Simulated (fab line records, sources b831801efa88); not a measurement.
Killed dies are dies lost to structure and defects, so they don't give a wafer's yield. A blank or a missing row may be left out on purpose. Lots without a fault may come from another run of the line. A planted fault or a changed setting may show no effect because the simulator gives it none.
Problem report in the 8D (eight disciplines) form, filled by code | flow sfq_line | the parts of the form that need people (team, actions taken, sign-off) are left out

1. THE PROBLEM
oes_product_au at SFQ_TRILAYER_R5_ETCH_METAL_ETCH_139 reads a mean of 0.739 a.u. on 1 wafer of 1 lot; wafers without a fault read 0.987 a.u. with a standard deviation of 0.0059. That is -42 standard deviations from the usual mean.
The step: etches the open film in Cl2, stops on SiO2, target depth 60 nm, time 40 s.
First seen on wafer L419.6, day 67 08:57, on rie_metal-03. The record holds 39 wafers of 13 lots with a number at this step. Rule for "out", or "out of limits": more than 4 standard deviations from the usual mean. The other wafers with a number count as sound.

2. WHAT IT IS AND WHAT IT IS NOT
question                    | is                | is not
which readings at this step | oes_product_au    | drypump_motor_current_A
which lots                  | L419              | L398, L399, L400, L401, L402, L403, L404, L405, L407, L408, L409, L411
which wafers of those lots  | L419.6            | L419.2, L419.3
read on which tools         | rie_metal-03      | rie_metal-02, rie_metal-04
when                        | from day 67 08:57 | up to then (38 sound wafers)

3. SUSPECTS, AND WHAT RULES EACH OUT
Counting: a tool at a process step up to the reading stays a suspect if it ran every lot that is out. Sound lots after the first of them don't rule it out here, since some wafers of a struck lot are sound.
- rie_metal-02 at SFQ_TRILAYER_M4_STRIP_STRIP_097 (strips in O2): kept. It ran the lot that is out, L419 (day 58 22:08); its last sound lot up to then is L403 (day 43 00:09).
- pecvd-04 at SFQ_TRILAYER_I4_DEP_PECVD_099 (deposits SiO2 from SiH4/N2O, time 111.11 s, target thk 500 nm): kept. It ran the lot that is out, L419 (day 58 22:55); its last sound lot up to then is L408 (day 46 23:52).
- rie_metal-03 at SFQ_TRILAYER_R5_ETCH_METAL_ETCH_139 (etches the open film in Cl2, stops on SiO2, target depth 60 nm, time 40 s): kept. It ran the lot that is out, L419 (day 67 08:57); its last sound lot up to then is L411 (day 64 18:11). Its own readings are out on those wafers: oes_product_au.
Left after counting: rie_metal-02 at SFQ_TRILAYER_M4_STRIP_STRIP_097, pecvd-04 at SFQ_TRILAYER_I4_DEP_PECVD_099, rie_metal-03 at SFQ_TRILAYER_R5_ETCH_METAL_ETCH_139.

4. THE CAUSE (what the simulator had put in)
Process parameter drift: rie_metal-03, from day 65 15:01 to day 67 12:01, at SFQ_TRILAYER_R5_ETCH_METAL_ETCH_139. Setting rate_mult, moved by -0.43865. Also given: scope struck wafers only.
Counting left 3 suspects, and this tool is among them.

5. THE CHAIN OF EFFECTS, in route order
Each row: a reading whose mean over the struck wafers that have a number lies more than 3 standard deviations from the usual. Only readings for which the record gives a usual standard deviation are gone through. hours: the time from each lot's start at the first step in this table that gives one to its start at this step, as a median over the lots. sigmas: the change in usual standard deviations.
hours | step                                | reading        | usual      | on struck wafers | change | sigmas
0     | SFQ_TRILAYER_R5_ETCH_METAL_ETCH_139 | oes_product_au | 0.987 a.u. | 0.739            | -0.248 | -42
The process steps in it:
- SFQ_TRILAYER_R5_ETCH_METAL_ETCH_139: etches the open film in Cl2, stops on SiO2, target depth 60 nm, time 40 s.
Later measuring or inspecting steps at which every struck wafer that the step has a row for has a number for every such reading, and none has moved that far: SFQ_I5_OVL_MEAS_936.

6. WHAT WOULD HAVE CAUGHT IT SOONER
In this record the first reading out of limits was taken at day 67 08:57, 42 hours after the fault began at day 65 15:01.
